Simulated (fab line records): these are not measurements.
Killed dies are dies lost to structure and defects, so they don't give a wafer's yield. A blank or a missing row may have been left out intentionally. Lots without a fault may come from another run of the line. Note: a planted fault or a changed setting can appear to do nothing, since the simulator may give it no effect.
fab line records | flow sky130
record: lots: 5 wafers: 15 last-day: 51
route steps=708 shown LI_CONTACT@375 LOCAL_INTERCONNECT@387 PAD_OPEN@708
lots with no fault: from the same line, run without faults
start-h: the number of hours between the record's first day and the start of the first shown wafer of the lot | wait-h: hours since the lot's step before | " the same as in the row above | L1.1+2: one row covering several wafers at once | - either no value or no given start | * or withheld: withheld | < > ~ a bound
route shown NAME@n: NAME is a module with steps in the file, n the number in the route of the first one | usual: mean/standard deviation of fault-free wafers | same: alike in all rows | chamber/n: place in a boat | sites: readings site by site | _std_site: standard deviation of those values | _edge_site: outer sites' mean less inner sites' | radius-mm: how far each site lies from the wafer's centre | mask NAME#n: copy n | behind: tool/chamber where the wafer was last shaped | hold: the reason the lot was held/the length of the hold in hours/how it ended | device: names the non-switching transistor (n, p or np) | end of line: the same wafers' tests at the end of the route | step lacking rows: just its recipe | killed: the dies lost at the first sort to structure and to defects; this is not the yield of the wafer | map: a wafer's dies, x killed, . not, _ none there
set.NAME: the run value of the setting; set.NAME@STEP: its run value at that earlier step | model.NAME: the simulator's own value behind a step, which no gauge read
lots seen at some steps along the route; tables by step, rows by wafer
services: from which hour (start-h, from the record's first day; less than 0 if before it) a tool's chamber was out of use, for how many hours, and why
== steps ==
step: SKY_LI_CONTACT_OVL_MEAS_13
usual: LI_CONTACT_OVL: 0/5.2
columns lot.wafer tool chamber start-h wait-h LI_CONTACT_OVL[nm]
L697.1 overlay-01 - 672.42 0.1 -5
L697.2 " - " " 7
L697.5 " - " " 3
L708.1 overlay-01 - 774.04 0.1 1
L708.2 " - " " 3
L708.4 " - " " -1
L714.1 overlay-01 - 835.87 0.1 0
L714.2 " - " " -3
L714.6 " - " " -3
L716.1 overlay-02 - 850.17 0.1 8
L716.3 " - " " 10
L716.4 " - " " 10
L718.3 overlay-02 - 891.25 0.1 -3
L718.5 " - " " -8
L718.6 " - " " -9
step: SKY_LI_CONTACT_ETCH_14
recipe: chemistry: N2/H2 target: BARC ion-energy-ev: 200 source-w: 500 bias-w: 100 pressure-mtorr: 30 n2-flow-sccm: 100 h2-flow-sccm: 200 stop-on: SiO2 time-s: 45.9 target-depth-a: 600
usual: drypump-motor-current-A: 5.5/0.37 oes-product-au: 0.857/0.0051 throttle-valve-pct: 13.224/0.0091
columns lot.wafer tool chamber start-h wait-h drypump-motor-current-A oes-product-au rf-hours-counter-h throttle-valve-pct
L697.1 rie-diel-01 3 672.45 0.0 6.0 0.862 12 13.213
L697.2 " 1 " " 5.2 0.862 10 13.227
L697.5 " 3 " " 6.0 0.854 - 13.222
L708.1 rie-diel-01 2 774.07 0.0 5.1 0.861 7 13.214
L708.2 " 1 " " 5.2 0.860 13 13.216
L708.4 " 3 " " 6.0 0.864 14 13.225
L714.1 rie-diel-02 2 835.90 0.0 5.8 0.855 18 13.218
L714.2 " 3 " " 5.9 0.866 6 13.239
L714.6 " 1 " " 5.2 0.854 - 13.232
L716.1 rie-diel-04 3 850.20 0.0 6.1 0.859 9 13.224
L716.3 " 2 " " 5.5 0.858 12 13.229
L716.4 " 0 " " 5.5 0.863 9 13.231
L718.3 rie-diel-04 2 891.27 0.0 5.5 0.857 13 13.221
L718.5 " 0 " " 5.5 0.852 - 13.216
L718.6 " 3 " " 6.1 0.859 - 13.227
step: SKY_LI_CONTACT_ETCH_15
recipe: target: PSG chemistry: C4F8/O2/Ar stop-on: Si taper-deg: 4.15 mask-material: KrF-thick source-w: 1500 bias-w: 1200 pressure-mtorr: 40 c4f8-flow-sccm: withheld O2_flow_sccm: 6 Ar_flow_sccm: 300 time-s: withheld target-depth-a: 6000
step: SKY_LI_CONTACT_STRIP_16
recipe: chemistry: O2/N2 power-w: 1400 pressure-mtorr: 1500 platen-temp-c: withheld o2-flow-sccm: 3000 n2-flow-sccm: 300 overash-fraction: 0.5
usual: drypump-motor-current-A: 5.9/0.46 oes-product-au: 0.376/0.0051 strip-time-to-endpoint-s: 3.51/0.037
columns lot.wafer tool chamber start-h wait-h drypump-motor-current-A oes-product-au rf-hours-counter-h strip-time-to-endpoint-s
L697.1 plasma-asher-01 0 672.58 - 6.7 0.376 98 3.52
L697.2 " 1 " " 5.6 0.372 98 3.47
L697.5 " 1 " " 5.7 0.376 - 3.50
L708.1 plasma-asher-02 1 774.20 - 6.0 0.372 64 3.53
L708.2 " 0 " " 5.8 0.375 64 3.44
L708.4 " 1 " " 5.9 0.382 - 3.50
L714.1 plasma-asher-02 1 836.03 - 5.9 0.373 70 3.57
L714.2 " 0 " " 5.8 0.380 70 3.49
L714.6 " 0 " " 5.8 0.374 - 3.46
L716.1 plasma-asher-03 0 850.33 - 6.0 0.370 42 3.51
L716.3 " 0 " " 6.1 0.378 - 3.49
L716.4 " 1 " " 5.3 0.375 - 3.49
L718.3 plasma-asher-03 1 891.44 - 5.3 0.381 - 3.47
L718.5 " 0 " " 6.1 0.373 - 3.46
L718.6 " 1 " " 5.3 0.373 - 3.48
step: SKY_LI_CONTACT_CLEAN_17
recipe: chemistry: NMP time-s: 600 temp-c: 60 dry: n2-spin
step: SKY_LI_CONTACT_PRE_CLEAN_18
recipe: gas: Ar time-s: 5.6 bias-v: 358
step: SKY_LI_CONTACT_SPUTTER_19
recipe: material: Ti target-thk-nm: 20 chamber-pressure-pa: 5 power-w: 2500 substrate-temp-c: 200 time-s: 106.37
step: SKY_LI_CONTACT_SPUTTER_20
recipe: material: TiN target-thk-nm: 20 chamber-pressure-pa: 5 power-w: 4000 time-s: 80
usual: throttle-valve-pct: 29.8/0.79
columns lot.wafer tool chamber start-h wait-h throttle-valve-pct
L697.1 pvd-sputter-03 - 672.95 0.0 29.6
L697.2 " - " " 31.0
L697.5 " - " " 28.8
L708.1 pvd-sputter-02 - 774.60 0.0 29.0
L708.2 " - " " 29.7
L708.4 " - " " 30.1
L714.1 pvd-sputter-02 - 836.40 0.0 28.9
L714.2 " - " " 30.4
L714.6 " - " " 30.5
L716.1 pvd-sputter-04 - 850.74 0.0 30.7
L716.3 " - " " 29.4
L716.4 " - " " 30.4
L718.3 pvd-sputter-02 - 891.79 0.0 28.9
L718.5 " - " " 30.9
L718.6 " - " " 30.4
step: SKY_LI_CONTACT_CVD_21
recipe: material: W target-thk-nm: 400 time-s: 120.56 temp-c: 400 pressure-torr: 40
step: SKY_LI_CONTACT_RS_MEAS_22
recipe: thk-meas-gauge: four-point-probe reads: W_of_LI_CONTACT_CVD_21+TiN_of_LI_CONTACT_SPUTTER_20+Ti_of_LI_CONTACT_SPUTTER_19
usual: LI_CONTACT_W_RS: 0.286/0.0032
columns lot.wafer tool chamber start-h wait-h LI_CONTACT_W_RS[ohm/sq]
L697.1 film-metro-01 - 673.14 0.1 0.280
L697.2 " - " " 0.285
L697.5 " - " " 0.282
L708.1 film-metro-04 - 774.79 0.1 0.286
L708.2 " - " " 0.287
L708.4 " - " " 0.285
L714.1 film-metro-01 - 836.59 0.1 0.281
L714.2 " - " " 0.285
L714.6 " - " " 0.283
L716.1 film-metro-01 - 850.92 0.1 0.285
L716.3 " - " " 0.284
L716.4 " - " " 0.286
L718.3 film-metro-03 - 892.02 0.1 0.287
L718.5 " - " " 0.286
L718.6 " - " " 0.285
step: SKY_LI_CONTACT_THK_MEAS_23
recipe: thk-meas-gauge: xrf reads: W_of_LI_CONTACT_CVD_21
usual: LI_CONTACT_W_THK: 410/7.9
columns lot.wafer tool chamber start-h wait-h LI_CONTACT_W_THK[nm]
L697.1 film-metro-01 - 673.26 0.1 412
L697.2 " - " " 406
L697.5 " - " " 411
L708.1 film-metro-04 - 774.91 0.1 420
L708.2 " - " " 417
L708.4 " - " " 423
L714.1 film-metro-01 - 836.71 0.1 411
L714.2 " - " " 406
L714.6 " - " " 407
L716.1 film-metro-01 - 851.04 0.1 402
L716.3 " - " " 404
L716.4 " - " " 396
L718.3 film-metro-03 - 892.12 0.1 406
L718.5 " - " " 407
L718.6 " - " " 407
step: SKY_LI_CONTACT_CMP_24
recipe: stop-on: PSG t-overpolish-s: 20 down-force-psi: 3.5 platen-rpm: 60 target-thk-nm: 0 pad-velocity-m-s: 0.94248
usual: motor-current-A: 10.8/0.96 overpolish-run-s: 20.000/0.0089 platen-rpm: 60.00/0.04 time-to-endpoint-s: 98/3.5
columns lot.wafer tool chamber start-h wait-h motor-current-A overpolish-run-s platen-rpm time-to-endpoint-s
L697.1 cmp-01 0 673.32 0.1 10.8 20.016 60.07 93
L697.2 " 2 " " 13.6 19.991 60.02 95
L697.5 " 1 " " 9.5 20.000 59.94 94
L708.1 cmp-01 3 774.97 0.1 10.6 19.995 60.03 101
L708.2 " 1 " " 9.4 20.000 59.96 95
L708.4 " 2 " " 13.5 19.995 60.01 95
L714.2 cmp-01 0 836.77 0.0 10.3 19.992 60.03 101
L714.1 " 3 " " 10.9 20.005 60.00 104
L714.6 " 0 " " 10.6 19.993 59.93 97
L716.3 cmp-02 3 851.15 0.1 10.9 19.991 60.03 104
L716.1 " 0 " " 10.2 19.996 60.02 98
L716.4 " 1 " " 10.5 20.012 59.99 101
L718.3 cmp-02 1 892.21 0.1 10.5 20.005 60.05 96
L718.5 " 0 " " 10.8 19.997 59.95 93
L718.6 " 1 " " 10.3 19.981 60.00 94
step: SKY_LOCAL_INTERCONNECT_SPUTTER_00
recipe: material: TiN target-thk-nm: 100 temp-c: 300 power-w: 6500 time-s: 83.3 chamber-pressure-pa: 0.4
usual: throttle-valve-pct: 30.0/1
columns lot.wafer tool chamber start-h wait-h throttle-valve-pct
L697.1 pvd-sputter-01 - 673.62 0.2 30.4
L697.2 " - " " 27.8
L697.5 " - " " 30.5
L708.1 pvd-sputter-03 - 775.27 0.2 31.3
L708.2 " - " " 28.6
L708.4 " - " " 29.1
L714.1 pvd-sputter-03 - 837.07 0.1 29.3
L714.2 " - " " 29.3
L714.6 " - " " 30.9
L716.1 pvd-sputter-01 - 851.40 0.1 28.1
L716.3 " - " " 31.2
L716.4 " - " " 31.4
L718.3 pvd-sputter-02 - 892.46 0.2 28.8
L718.5 " - " " 30.4
L718.6 " - " " 29.6
step: SKY_LOCAL_INTERCONNECT_RS_MEAS_01
recipe: thk-meas-gauge: four-point-probe reads: TiN_of_LOCAL_INTERCONNECT_SPUTTER_00
usual: LOCAL_INTERCONNECT_TIN_RS: 14.16/0.14
columns lot.wafer tool chamber start-h wait-h LOCAL_INTERCONNECT_TIN_RS[ohm/sq]
L697.1 film-metro-01 - 673.68 0.0 14.35
L697.2 " - " " 14.00
L697.5 " - " " 14.20
L708.1 film-metro-04 - 775.33 0.0 13.98
L708.2 " - " " 14.60
L708.4 " - " " 14.04
L714.1 film-metro-04 - 837.13 0.0 13.99
L714.2 " - " " 14.19
L714.6 " - " " 14.04
L716.1 film-metro-02 - 851.46 0.0 14.07
L716.3 " - " " 13.91
L716.4 " - " " 13.95
L718.3 film-metro-01 - 892.56 0.1 14.19
L718.5 " - " " 14.16
L718.6 " - " " 14.14
step: SKY_LOCAL_INTERCONNECT_THK_MEAS_02
recipe: thk-meas-gauge: xrf reads: TiN_of_LOCAL_INTERCONNECT_SPUTTER_00
usual: LOCAL_INTERCONNECT_TIN_THK: 98.5/1.1
columns lot.wafer tool chamber start-h wait-h LOCAL_INTERCONNECT_TIN_THK[nm]
L697.1 film-metro-01 - 673.80 0.1 97.6
L697.2 " - " " 99.4
L697.5 " - " " 98.1
L708.1 film-metro-04 - 775.45 0.1 100.3
L708.2 " - " " 96.3
L708.4 " - " " 99.6
L714.1 film-metro-04 - 837.25 0.1 100.0
L714.2 " - " " 98.3
L714.6 " - " " 100.1
L716.1 film-metro-02 - 851.58 0.1 99.1
L716.3 " - " " 100.3
L716.4 " - " " 99.6
L718.3 film-metro-01 - 892.66 0.1 98.4
L718.5 " - " " 98.6
L718.6 " - " " 98.0
step: SKY_LOCAL_INTERCONNECT_DEHYDRATE_03
recipe: temp-c: 200 time-s: 60
step: SKY_LOCAL_INTERCONNECT_HMDS_04
recipe: prime-time-s: 60 prime-temp-c: 120
step: SKY_LOCAL_INTERCONNECT_COAT_05
recipe: resist: BARC temp-c: withheld time-s: withheld spin-rpm: 3000 resist-thk-nm: 60
step: SKY_LOCAL_INTERCONNECT_COAT_06
recipe: resist: KrF-thick spin-rpm: 3000 resist-thk-nm: 450
step: SKY_LOCAL_INTERCONNECT_SOFTBAKE_07
recipe: temp-c: 100 time-s: 90 resist: KrF-thick
step: SKY_LOCAL_INTERCONNECT_EXPOSE_08
recipe: mask-id: LI1M na: 0.8 source-shape: annular sigma-inner: 0.55 sigma-outer: 0.85 target-cd-nm: 170 dose-mj: 28
step: SKY_LOCAL_INTERCONNECT_PEB_09
recipe: peb-temp-c: withheld peb-time-s: withheld resist: KrF-thick
step: SKY_LOCAL_INTERCONNECT_DEVELOP_10
recipe: develop-time-s: 60 resist: KrF-thick dev-temp-c: 21
step: SKY_LOCAL_INTERCONNECT_CD_MEAS_11
recipe: target-cd-nm: 170
usual: cd-nm: 170.1/1.7
columns lot.wafer tool chamber start-h wait-h cd-nm
L697.1 cd-sem-01 - 701.46 - 169.6
L697.2 " - " " 171.5
L697.5 " - " " 170.2
L708.1 cd-sem-02 - 801.69 - 170.2
L708.2 " - " " 172.1
L708.4 " - " " 173.1
L714.1 cd-sem-02 - 862.87 - 171.0
L714.2 " - " " 169.6
L714.6 " - " " 170.6
L716.1 cd-sem-02 - 877.22 - 165.2
L716.3 " - " " 166.5
L716.4 " - " " 167.1
L718.3 cd-sem-01 - 918.31 - 167.4
L718.5 " - " " 168.8
L718.6 " - " " 169.2
step: SKY_LOCAL_INTERCONNECT_OVL_MEAS_12
usual: LOCAL_INTERCONNECT_OVL: -3/4.6
columns lot.wafer tool chamber start-h wait-h LOCAL_INTERCONNECT_OVL[nm]
L697.1 overlay-01 - 701.58 0.1 -9
L697.2 " - " " -5
L697.5 " - " " -3
L708.1 overlay-02 - 801.81 0.1 -3
L708.2 " - " " -7
L708.4 " - " " -4
L714.1 overlay-01 - 862.99 0.1 -2
L714.2 " - " " -4
L714.6 " - " " -6
L716.1 overlay-01 - 877.34 0.1 -9
L716.3 " - " " -1
L716.4 " - " " -14
L718.3 overlay-02 - 918.40 0.1 -5
L718.5 " - " " -2
L718.6 " - " " -9
step: SKY_LOCAL_INTERCONNECT_ETCH_13
recipe: chemistry: N2/H2 target: BARC ion-energy-ev: 200 bias-w: 100 pressure-mtorr: 30 n2-flow-sccm: 100 h2-flow-sccm: 200 icp-w: 500 stop-on: SiO2 time-s: 45.9 target-depth-a: 600
usual: drypump-motor-current-A: 5.5/0.51 oes-product-au: 0.854/0.0048 throttle-valve-pct: 13.224/0.0087
columns lot.wafer tool chamber start-h wait-h drypump-motor-current-A oes-product-au rf-hours-counter-h throttle-valve-pct
L697.1 rie-metal-02 0 701.62 0.0 6.2 0.860 12 13.222
L697.2 " 1 " " 4.9 0.853 10 13.239
L697.5 " 1 " " 4.9 0.853 - 13.208
L708.1 rie-metal-01 0 801.85 0.0 6.0 0.857 11 13.223
L708.2 " 1 " " 5.2 0.858 9 13.225
L708.4 " 1 " " 5.3 0.853 - 13.227
L714.1 rie-metal-03 0 863.02 0.0 5.1 0.845 4 13.216
L714.2 " 1 " " 5.5 0.856 15 13.223
L714.6 " 0 " " 5.1 0.851 - 13.229
L716.1 rie-metal-03 0 877.37 0.0 5.1 0.846 5 13.212
L716.3 " 0 " " 5.1 0.859 - 13.219
L716.4 " 0 " " 5.1 0.847 - 13.216
L718.3 rie-metal-02 1 918.46 0.1 4.9 0.859 - 13.245
L718.5 " 1 " " 4.9 0.849 - 13.229
L718.6 " 1 " " 4.9 0.855 - 13.211
step: SKY_LOCAL_INTERCONNECT_METAL_ETCH_14
recipe: target-depth-nm: 110 stop-on: PSG chemistry: Cl2/BCl3 target: TiN resist-sidewall-deg: 88 pressure-mtorr: 10 icp-w: 900 bias-w: 48.5 Cl2_flow_sccm: 60 bcl3-flow-sccm: 30 time-s: 31.4
usual: drypump-motor-current-A: 5.5/0.51 oes-product-au: 0.941/0.0069 throttle-valve-pct: 21.902/0.01
columns lot.wafer tool chamber start-h wait-h drypump-motor-current-A oes-product-au rf-hours-counter-h throttle-valve-pct
L697.1 rie-metal-02 0 701.68 0.0 6.2 0.931 12 21.915
L697.2 " 1 " " 4.8 0.954 10 21.887
L697.5 " 1 " " 4.8 0.937 - 21.900
L708.1 rie-metal-01 0 801.91 0.0 6.0 0.940 11 21.924
L708.2 " 1 " " 5.2 0.919 9 21.912
L708.4 " 1 " " 5.2 0.949 - 21.898
L714.1 rie-metal-03 0 863.09 0.0 5.1 0.939 4 21.903
L714.2 " 1 " " 5.5 0.939 15 21.890
L714.6 " 0 " " 5.1 0.938 - 21.879
L716.1 rie-metal-03 0 877.50 0.1 5.1 0.952 5 21.882
L716.3 " 0 " " 5.1 0.943 - 21.896
L716.4 " 0 " " 5.1 0.942 - 21.891
L718.3 rie-metal-02 1 918.58 0.1 4.9 0.937 - 21.894
L718.5 " 1 " " 4.9 0.936 - 21.893
L718.6 " 1 " " 4.9 0.940 - 21.904
step: SKY_LOCAL_INTERCONNECT_STRIP_15
recipe: chemistry: O2/N2 power-w: 1400 pressure-mtorr: 1500 platen-temp-c: withheld o2-flow-sccm: 3000 n2-flow-sccm: 300 overash-fraction: 0.5
step: SKY_PAD_OPEN_PROBE_99
usual: killed_at_M0_to_M3: 44/7.2 killed_at_M4_up: 3.1/1.7 killed-at-contacts: 24/5.2 killed-at-front-end: 15/4.1 killed-at-other: 0.3/0.61 killed-dies: 87/10 killed-open: 48/7.5 killed-short: 39/6.6
same: gross-dies: 492 killed-at-back-side: 0
columns lot.wafer tool chamber start-h wait-h killed_at_M0_to_M3 killed_at_M4_up killed-at-contacts killed-at-front-end killed-at-other killed-dies killed-open killed-short
L716.1 prober-01 - 1196.09 0.1 66 6 33 12 0 117 70 47
L716.3 prober-01 - 1196.19 0.2 45 4 21 19 2 91 50 40
L716.4 prober-01 - 1196.24 0.2 57 4 28 6 0 95 44 51
killed by level:class
L716.1 VIA1:geometric-particle:open=22 VIA3:geometric-particle:open=10 CONTACT:geometric-particle:open=10 LI_CONTACT:geometric-particle:open=9 LOCAL_INTERCONNECT:geometric-particle:short=6 VIA2:geometric-particle:open=6 METAL2:geometric-particle:short=6 CONTACT:geometric-particle:short=5
L716.3 METAL1:geometric-particle:short=12 VIA1:geometric-particle:open=9 LI_CONTACT:geometric-particle:open=7 FIELD_ISO:geometric-particle:open=6 VIA2:geometric-particle:open=6 CONTACT:geometric-particle:open=5 VIA3:geometric-particle:open=5 FIELD_ISO:geometric-particle:short=3
L716.4 VIA1:geometric-particle:short=8 VIA3:geometric-particle:open=8 LI_CONTACT:geometric-particle:open=7 CONTACT:geometric-particle:open=7 VIA1:geometric-particle:open=7 METAL1:geometric-particle:short=7 VIA2:geometric-particle:open=7 CONTACT:geometric-particle:short=6
== services ==
columns tool chamber start-h hours kind
cmp-01 - 650.82 3.5 repair
cmp-01 - 658.87 4.3 repair
plasma-asher-03 - 663.50 14.6 pm
pvd-sputter-02 - 667.23 0.5 repair
rie-diel-04 - 671.92 0.5 repair
cmp-02 - 673.69 3.6 pm
pvd-sputter-03 - 676.23 6.9 repair
rie-diel-01 1 683.75 8.1 repair
pvd-sputter-01 - 684.33 0.6 repair
pvd-sputter-02 - 686.23 5.5 repair
rie-diel-04 - 687.23 0.8 repair
pvd-sputter-01 - 700.71 31.7 repair
cmp-01 - 700.89 0.3 repair
pvd-sputter-02 - 715.78 7.2 repair
cmp-02 - 720.96 0.3 repair
cmp-01 - 740.41 0.6 repair
cmp-01 - 744.11 0.8 repair
rie-metal-03 0 807.07 1.1 repair
pvd-sputter-03 - 814.19 1.0 repair
rie-metal-03 - 814.65 14.6 pm
cmp-01 - 843.13 0.5 repair
pvd-sputter-03 - 892.44 0.6 repair
cmp-01 - 906.92 6.5 repair
cmp-01 - 913.43 4.0 pm
== key ==
first-sign: step: SKY_LOCAL_INTERCONNECT_RS_MEAS_01 reading: LOCAL_INTERCONNECT_TIN_RS direction: up sigmas: 3.1 usual: 14.16 struck: 14.60
effect: step: SKY_LOCAL_INTERCONNECT_METAL_ETCH_14 reading: oes-product-au direction: down sigmas: 3.1 usual: 0.941 struck: 0.919
met-at SKY_LOCAL_INTERCONNECT_SPUTTER_00
struck-wafers L708.2
tester-left-out L708
fault: kind: site-profile-drift tool: pvd-sputter-03 chamber: - onset-h: 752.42 steps: SKY_LOCAL_INTERCONNECT_SPUTTER_00 basis: fraction max-abs-drift: 0.076905 slope-share-per-hr: 38.453 site-pattern: 0,0,0,0,0,-1,-1,-1,-1 scope: struck-wafers-only
tester-left-out: of these lots the tester's yield and bins aren't shown, on N5 and GAA mostly nor the transistor test; their killed dies are dies lost to structure and defects alone, not to doping, threshold or leakage, so they don't give the yield
